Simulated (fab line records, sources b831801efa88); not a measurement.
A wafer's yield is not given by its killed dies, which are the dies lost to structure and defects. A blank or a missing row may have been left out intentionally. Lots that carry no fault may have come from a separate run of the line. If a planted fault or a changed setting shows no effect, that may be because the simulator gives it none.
What tool caused it?    flow sky130    14 lots, 42 wafers sampled, at 2 steps of a route of 708

WHAT THE GAUGES READ, wafer by wafer
SKY_METAL5_RS_MEAS_05: a four-point-probe measurement. Usual: METAL5_ALCU_RS 0.02707 ohm/sq, standard deviation 0.00029.
lot   measured      on             METAL5_ALCU_RS (ohm/sq)  flag
L119  day 42 11:39  film-metro-03  0.02716 0.02713 0.02682  
L120  day 42 14:29  film-metro-01  0.02693 0.02679 0.02701  
L121  day 42 22:57  film-metro-01  0.02699 0.02697 0.02705  
L123  day 43 14:03  film-metro-01  0.02663 0.0272 0.02671   
L125  day 44 11:52  film-metro-04  0.02693 0.02735 0.02674  
L126  day 44 13:32  film-metro-04  0.02724 0.02705 0.0269   
L127  day 44 22:32  film-metro-01  0.02758 0.02745 0.02741  
L129  day 45 16:01  film-metro-03  0.02666 0.02653 0.02646  
L130  day 45 21:51  film-metro-01  0.02691 0.02751 0.0273   
L134  day 46 16:31  film-metro-04  0.02739 0.02738 0.02715  
L136  day 47 02:36  film-metro-01  0.0276 0.02718 0.0274    
L138  day 48 22:59  film-metro-04  0.02716 0.02733 0.0271   
L142  day 48 23:43  film-metro-04  0.02681 0.0267 0.02691   
L139  day 49 00:40  film-metro-01  0.02683 0.02641 0.02675  

EACH LOT AND THE TOOL THAT RAN IT (in order: tool; ch and the chambers of the sampled wafers; start)
lot   SKY_METAL5_SPUTTER_04
L119  pvd-sputter-01, day 42 11:36
L120  pvd-sputter-02, day 42 14:23
L121  pvd-sputter-02, day 42 22:53
L123  pvd-sputter-01, day 43 14:00
L125  pvd-sputter-01, day 44 11:49
L126  pvd-sputter-02, day 44 13:28
L127  pvd-sputter-01, day 44 22:29
L129  pvd-sputter-02, day 45 15:59
L130  pvd-sputter-04, day 45 21:48
L134  pvd-sputter-01, day 46 16:28
L136  pvd-sputter-02, day 47 02:33
L138  pvd-sputter-02, day 48 22:53
L142  pvd-sputter-04, day 48 23:40
L139  pvd-sputter-04, day 49 00:36
- SKY_METAL5_SPUTTER_04: material TiN, target thk 70 nm, time 58.3 s.

AS READ BY THE TOOLS THEMSELVES (means over the sampled wafers that have a number; for cases with no such wafer, the mark the record gives instead)
SKY_METAL5_SPUTTER_04. Usual: throttle-valve-pct reads 30.3 % (standard deviation 1.1).
lot   tool            throttle-valve-pct (%)  flag
L119  pvd-sputter-01  31.0                    
L120  pvd-sputter-02  30.4                    
L121  pvd-sputter-02  30.9                    
L123  pvd-sputter-01  30.6                    
L125  pvd-sputter-01  30.6                    
L126  pvd-sputter-02  28.7                    
L127  pvd-sputter-01  30.5                    
L129  pvd-sputter-02  28.7                    
L130  pvd-sputter-04  30.0                    
L134  pvd-sputter-01  31.0                    
L136  pvd-sputter-02  30.2                    
L138  pvd-sputter-02  30.9                    
L142  pvd-sputter-04  30.8                    
L139  pvd-sputter-04  30.9                    

THE ANSWER, worked out from the rows above alone
Rule: a lot is off if the mean of its wafers that have a number lies more than 3 standard deviations from the usual mean. Also off: a lot with no number at a reading for which 4 or more lots have one. All remaining lots with rows at the step are treated as sound. Order of review: gauges by route order, followed by the tools' own readings, for which a lot's mean as printed above is used. The first step at which some lot is off is used, and at that step the reading that is off furthest; a lot without a number counts as furthest.
None of the lots is off at any reading shown; this tells nothing.

WHAT HAD BEEN PUT IN BY THE SIMULATOR
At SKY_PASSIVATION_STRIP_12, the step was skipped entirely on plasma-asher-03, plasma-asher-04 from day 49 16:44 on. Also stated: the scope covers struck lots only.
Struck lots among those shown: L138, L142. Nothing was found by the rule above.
